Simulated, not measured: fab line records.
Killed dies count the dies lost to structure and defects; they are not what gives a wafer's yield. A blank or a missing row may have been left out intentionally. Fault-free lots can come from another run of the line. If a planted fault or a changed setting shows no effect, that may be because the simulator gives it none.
Chamber matching ; flow sky130 ; SKY_METAL3_ETCH_17 on rieDiel-02: 4 sister chambers
The step etches SiO2 in C4F8/O2/Ar, stops on TiN, time 3.9 s, target depth 15 nm. 8 wafers are shown with their chamber, then 12 later ones without.

== WAFERS WITH THEIR CHAMBER ==
wafer;chamber;oesProductAu (a.u.)
L083.4;0;0.752
L083.5;3;0.746
L083.6;0;0.761
L085.4;3;0.746
L086.4;2;0.748
L087.1;2;0.758
L087.3;1;0.751
L087.4;1;0.753

== WAFERS WITH NO CHAMBER GIVEN ==
wafer;oesProductAu (a.u.)
L089.1;0.751
L089.2;0.744
L089.3;0.760
L089.4;0.756
L089.5;0.742
L089.6;0.747
L090.2;0.749
L090.3;0.753
L090.4;0.753
L094.2;0.763
L094.3;0.751
L094.5;0.766

== THE CHAMBER EACH PASSED THROUGH ==
wafer;from the rows above;in truth
L089.1;can't be placed: 1 or 2 or 3 or 0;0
L089.2;can't be placed: 3 or 1 or 2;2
L089.3;can't be placed: 0 or 2 or 1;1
L089.4;can't be placed: 0 or 2 or 1 or 3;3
L089.5;can't be placed: 3 or 1 or 2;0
L089.6;can't be placed: 3 or 1 or 2 or 0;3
L090.2;can't be placed: 1 or 3 or 2 or 0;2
L090.3;can't be placed: 2 or 1 or 0 or 3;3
L090.4;can't be placed: 2 or 1 or 0 or 3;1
L094.2;can't be placed: 0 or 2 or 1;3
L094.3;can't be placed: 1 or 2 or 3 or 0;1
L094.5;can't be placed: 0 or 2 or 1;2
Placed correctly: 0 of 12. Not placeable from these rows: 12 (in 10, the candidates include the true chamber). Number placed wrongly: 0.
How it was worked out, from the rows above alone: a wafer's distance from a chamber is the root of the sum, over the readings, of the square of ((its reading less the chamber's mean) divided by the reading's scatter). The wafer belongs to the nearest chamber; if the next one is less than 2 further off, it can't be placed. A chamber's mean is the mean of its shown wafers. How the scatter is found: for the shown wafers, subtract from each reading the mean of its chamber, square and add these, divide the total by (wafers less chambers), then take the root.
